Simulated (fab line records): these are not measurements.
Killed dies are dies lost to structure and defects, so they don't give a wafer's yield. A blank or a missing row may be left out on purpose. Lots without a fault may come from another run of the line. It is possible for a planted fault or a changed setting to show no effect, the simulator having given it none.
A struck lot beside a sound one + flow gf180mcu + 22 steps out of a route of 602
Sound: wafers L355.3, L355.5, L355.6. The struck wafers were L367.1, L367.4, L367.5. The cause comes at the end.
Order at every step that has rows: each side's tool, ch and its chambers, its first start. Under that, the readings that differ: sound wafers + struck wafers + difference of the means + sigmas: that difference in standard deviations of wafers without a fault.
alike: readings whose means differ by less than 2 such deviations, and words and numbers that are the same on both sides. not compared: withheld readings, readings that some wafer has no value for, bounds like >300 that may hide the same value, and numbers for which the record gives no deviation and whose values overlap.
The two part at a step that has a row with sigmas, a row that says differs or no value, or rows on one side only. Non-overlapping numbers with no deviation appear without sigmas and do not part them. Lack of a reading on every wafer of one side parts them only where that side has two or more wafers.

GF_VT_IMPLANT_RTA_45: time 30 s.
  sound on rtpAnneal-01 ch 0, day 8 18:43; struck on rtpAnneal-02 ch 0, day 11 23:46
| reading          | sound                | struck               | difference | sigmas |
|------------------|----------------------|----------------------|------------|--------|
| lampPowerPct (%) | 35.7 35.8 35.7       | 32.4 32.4 32.4       | -3.3       | -2     |
| wafer_temp_C_max | 1053.0 1052.5 1052.2 | 1056.0 1055.9 1055.4 | +3.2       | +2     |
GF_VT_IMPLANT_RS_MEAS_46: a four-point-probe measurement.
  sound on filmMetro-03, day 8 18:49; struck on filmMetro-03, day 11 23:52
  alike: MVSD_RS
GF_VT_IMPLANT_RS_MEAS_47: a four-point-probe measurement.
  sound on filmMetro-03, day 8 18:56; struck on filmMetro-03, day 11 23:59
  alike: NWELL_RS
GF_VT_IMPLANT_RS_MEAS_48: a four-point-probe measurement.
  sound on filmMetro-03, day 8 19:03; struck on filmMetro-03, day 12 00:06
  alike: LVPWELL_RS
GF_VT_IMPLANT_RS_MEAS_49: a four-point-probe measurement.
  sound on filmMetro-03, day 8 19:10; struck on filmMetro-03, day 12 00:13
  alike: MVPSD_RS
then, 4 steps without rows for these wafers: GF_VT_IMPLANT_WET_ETCH_50 (etches SiO2 in dHF, target depth 20 nm, time 400 s); GF_DUAL_GATE_CLEAN_00 (cleans in SC1/SC2, time 150 s); GF_DUAL_GATE_CLEAN_01 (cleans in dHF, time 20 s); GF_DUAL_GATE_OXIDATION_02 (stabilise 600 s, purge 300 s, target thk 10.887 nm).
GF_DUAL_GATE_THK_MEAS_03:
  sound on filmMetro-04, day 8 20:58; struck on filmMetro-01, day 12 01:58
  alike: DUAL_GATE_OXIDATION_00_THK
then, 2 steps without rows for these wafers: GF_DUAL_GATE_DEHYDRATE_04 (time 60 s); GF_DUAL_GATE_HMDS_05 (prime time 60 s).
GF_DUAL_GATE_COAT_06: resist thk 1000 nm.
  sound on lithoTrack-01 ch 0, day 9 04:52; struck on lithoTrack-01 ch 0, day 12 11:04
| reading                                       | sound           | struck         | difference | sigmas |
|-----------------------------------------------|-----------------|----------------|------------|--------|
| model.NOVOLAK_of_DUAL_GATE_COAT_06.thkNm (nm) | 1005 998.8 1003 | 1074 1078 1079 | +75        |        |
  alike: chillPlateTempC
then, 3 steps without rows for these wafers: GF_DUAL_GATE_SOFTBAKE_07 (time 60 s); GF_DUAL_GATE_EXPOSE_08 (exposes mask Dualgate, target cd 700 nm); GF_DUAL_GATE_PEB_09.
GF_DUAL_GATE_DEVELOP_10: develop time 60 s.
  sound on lithoTrack-02 ch 0, day 9 13:58; struck on lithoTrack-02 ch 0, day 12 20:55
| reading                                       | sound           | struck         | difference | sigmas |
|-----------------------------------------------|-----------------|----------------|------------|--------|
| model.NOVOLAK_of_DUAL_GATE_COAT_06.thkNm (nm) | 1004 998.4 1003 | 1074 1077 1078 | +75        |        |
  alike: chillPlateTempC
GF_DUAL_GATE_OVL_MEAS_11:
  sound on overlay-01, day 9 14:04; struck on overlay-01, day 12 21:04
| reading            | sound        | struck         | difference | sigmas |
|--------------------|--------------|----------------|------------|--------|
| DUAL_GATE_OVL (nm) | 1.3 1.2 -0.2 | -2.2 -3.7 -2.7 | -3.6       | -3     |
then, 1 step without rows for these wafers: GF_DUAL_GATE_WET_ETCH_12 (etches SiO2 in dHF, target depth 13 nm, time 260 s).
GF_DUAL_GATE_STRIP_13: strips in O2/N2.
  sound on plasmaAsher-02 ch 0,1, day 9 14:13; struck on plasmaAsher-01 ch 0,1, day 12 21:10
| reading                  | sound             | struck            | difference | sigmas |
|--------------------------|-------------------|-------------------|------------|--------|
| stripTimeToEndpointS (s) | 12.68 12.60 12.65 | 13.39 13.44 13.46 | +0.79      | +25    |
  alike: drypumpMotorCurrentA, heaterPowerW, n2FlowSccm, oesProductAu
  not compared: rfHoursCounterH
then, 1 step without rows for these wafers: GF_DUAL_GATE_CLEAN_14 (cleans in SC1/SC2, time 150 s).
GF_PASSIVATION_PROBE_99:
  the record has rows for the sound wafers here (prober-02, day 30 07:29) and none for the struck ones

## WHERE THEY PART
First at GF_VT_IMPLANT_RTA_45; last, within this record, at GF_PASSIVATION_PROBE_99.

WHY: the cause the simulator had injected
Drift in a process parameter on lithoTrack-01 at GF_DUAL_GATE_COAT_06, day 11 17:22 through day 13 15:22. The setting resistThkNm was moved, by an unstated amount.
